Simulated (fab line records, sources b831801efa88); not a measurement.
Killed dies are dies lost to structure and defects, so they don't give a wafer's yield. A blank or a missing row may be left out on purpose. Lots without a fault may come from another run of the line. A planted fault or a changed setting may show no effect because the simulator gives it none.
Which tool did it? | flow gf180mcu | 12 lots, 36 wafers sampled, at 4 steps of a route of 602

WHAT THE GAUGES READ, wafer by wafer
GF_TOP_METAL_THK_MEAS_06: measures by xrf. Usual: TOP_METAL_ALCU_THK 898 nm, standard deviation 12.
lot  | measured     | on            | TOP_METAL_ALCU_THK (nm) | flag
L878 | day 27 03:02 | film_metro-03 | 901 918 911             |
L883 | day 29 06:02 | film_metro-03 | 886 892 890             |
L885 | day 30 04:01 | film_metro-02 | 888 880 889             |
L886 | day 30 08:56 | film_metro-03 | 911 895 887             |
L887 | day 30 12:44 | film_metro-01 | 912 903 901             |
L891 | day 31 06:41 | film_metro-03 | 879 882 895             |
L892 | day 31 20:13 | film_metro-02 | 892 902 905             |
L893 | day 32 04:39 | film_metro-03 | 879 893 896             |
L898 | day 33 12:39 | film_metro-02 | 907 908 925             |
L900 | day 33 15:06 | film_metro-02 | 911 907 902             |
L896 | day 33 16:19 | film_metro-03 | 915 900 907             |
L901 | day 34 06:24 | film_metro-03 | 878 878 879             |

GF_PASSIVATION_THK_MEAS_01. Usual: PASSIVATION_CVD_00_THK 998 nm, standard deviation 12.
lot  | measured     | on            | PASSIVATION_CVD_00_THK (nm) | flag
L878 | day 28 00:15 | film_metro-02 | 990 989 1009                |
L883 | day 30 01:11 | film_metro-02 | 989 989 1002                |
L885 | day 30 22:57 | film_metro-01 | 987 989 993                 |
L886 | day 31 04:05 | film_metro-04 | 992 1006 1014               |
L887 | day 31 07:58 | film_metro-01 | 992 1003 998                |
L891 | day 32 00:52 | film_metro-02 | 979 993 702                 | OFF
L892 | day 32 13:53 | film_metro-04 | 979 992 701                 | OFF
L893 | day 32 22:34 | film_metro-02 | 704 697 985                 | OFF
L898 | day 34 04:58 | film_metro-04 | 991 985 1006                |
L900 | day 34 08:13 | film_metro-02 | 1003 1019 1017              |
L896 | day 34 08:51 | film_metro-04 | 988 1014 1006               |
L901 | day 34 22:35 | film_metro-02 | 981 1003 1009               |

WHICH TOOL RAN EACH LOT (tool, then ch and the chambers of the sampled wafers, then the start)
lot  | GF_TOP_METAL_METAL_ETCH_16        | GF_PASSIVATION_CVD_00
L878 | rie_metal-01 ch 0,1, day 27 23:27 | pecvd-02 ch 0,2, day 28 00:10
L883 | rie_metal-04 ch 0, day 30 00:22   | pecvd-02 ch 1,2, day 30 01:05
L885 | rie_metal-03 ch 0,1, day 30 22:09 | pecvd-01 ch 0,1,2, day 30 22:52
L886 | rie_metal-01 ch 0,1, day 31 03:20 | pecvd-01 ch 0,1,2, day 31 03:59
L887 | rie_metal-01 ch 0,1, day 31 07:13 | pecvd-02 ch 1,2, day 31 07:52
L891 | rie_metal-03 ch 0,1, day 32 00:04 | pecvd-02 ch 0,1,2, day 32 00:47
L892 | rie_metal-01 ch 0,1, day 32 13:08 | pecvd-02 ch 0,1, day 32 13:47
L893 | rie_metal-03 ch 0,1, day 32 21:40 | pecvd-02 ch 0,1, day 32 22:29
L898 | rie_metal-03 ch 0,1, day 34 04:10 | pecvd-03 ch 1,2, day 34 04:53
L900 | rie_metal-04 ch 0,1, day 34 07:22 | pecvd-03 ch 0,1, day 34 08:08
L896 | rie_metal-04 ch 0,1, day 34 08:01 | pecvd-03 ch 0,2, day 34 08:45
L901 | rie_metal-03 ch 0,1, day 34 21:50 | pecvd-03 ch 1,2, day 34 22:29
- GF_TOP_METAL_METAL_ETCH_16: etches the open film in Cl2/BCl3, stops on SiO2, target depth 1197 nm, time 199.5 s.
- GF_PASSIVATION_CVD_00: deposits SiO2 from TEOS, target thk 1000 nm, time 111.95 s.

WHAT THE TOOLS THEMSELVES READ (means of the sampled wafers that have a number; where no wafer has one, the mark that the record gives instead)
GF_TOP_METAL_METAL_ETCH_16. Usual: drypump_motor_current_A 5.8 A, standard deviation 0.42; he_backside_leak_sccm 3.35 sccm, standard deviation 0.23; oes_product_au 0.989 a.u., standard deviation 0.0069; throttle_valve_pct 28.231 %, standard deviation 0.01.
lot  | tool         | drypump_motor_current_A (A) | he_backside_leak_sccm (sccm) | oes_product_au (a.u.) | throttle_valve_pct (%) | flag
L878 | rie_metal-01 | 5.8                         | 3.44                         | 0.993                 | 28.233                 |
L883 | rie_metal-04 | 5.9                         | 3.24                         | 0.984                 | 28.232                 |
L885 | rie_metal-03 | 6.1                         | 3.24                         | 0.990                 | 28.226                 |
L886 | rie_metal-01 | 5.5                         | 3.44                         | 0.981                 | 28.232                 |
L887 | rie_metal-01 | 5.9                         | 3.37                         | 0.991                 | 28.233                 |
L891 | rie_metal-03 | 6.1                         | 3.28                         | 0.989                 | 28.227                 |
L892 | rie_metal-01 | 5.9                         | 3.51                         | 0.985                 | 28.228                 |
L893 | rie_metal-03 | 6.1                         | 3.27                         | 0.986                 | 28.232                 |
L898 | rie_metal-03 | 5.7                         | 3.19                         | 0.987                 | 28.231                 |
L900 | rie_metal-04 | 5.8                         | 3.24                         | 0.987                 | 28.224                 |
L896 | rie_metal-04 | 5.7                         | 3.29                         | 0.992                 | 28.224                 |
L901 | rie_metal-03 | 6.1                         | 3.27                         | 0.991                 | 28.227                 |

GF_PASSIVATION_CVD_00. Usual: heater_power_w 645 W, standard deviation 120.
lot  | tool     | heater_power_w (W) | flag
L878 | pecvd-02 | 587                |
L883 | pecvd-02 | 665                |
L885 | pecvd-01 | 553                |
L886 | pecvd-01 | 545                |
L887 | pecvd-02 | 641                |
L891 | pecvd-02 | 620                |
L892 | pecvd-02 | 530                |
L893 | pecvd-02 | 610                |
L898 | pecvd-03 | 739                |
L900 | pecvd-03 | 760                |
L896 | pecvd-03 | 803                |
L901 | pecvd-03 | 718                |

THE ANSWER, worked out from the rows above alone
Rule: a lot is off if the mean of its wafers that have a number lies more than 3 standard deviations from the usual mean. A lot without any number at a reading at which 4 lots or more have one is off too. The other lots that the step has rows for count as sound. The gauges are gone through in route order, then the tools' own readings, and for those a lot's mean is taken as printed above. The first step at which some lot is off is used, and at that step the reading that is off furthest; a lot without a number counts as furthest.
Off: L891, L892, L893, at GF_PASSIVATION_THK_MEAS_01 (PASSIVATION_CVD_00_THK).
A tool fits if, at a process step before that reading, it ran every lot that is off, and no sound lot after the first of them. The gauges at GF_PASSIVATION_THK_MEAS_01 are tried like those tools. One fits: pecvd-02 at GF_PASSIVATION_CVD_00. Its last sound lot is L887 (day 31 07:52), its first lot that is off L891 (day 32 00:47): a fault that began between those two fits.

WHAT THE SIMULATOR HAD PUT IN
Process parameter drift: pecvd-02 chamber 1, from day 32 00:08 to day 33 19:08, at GF_PASSIVATION_CVD_00. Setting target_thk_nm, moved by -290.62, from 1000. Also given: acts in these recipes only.
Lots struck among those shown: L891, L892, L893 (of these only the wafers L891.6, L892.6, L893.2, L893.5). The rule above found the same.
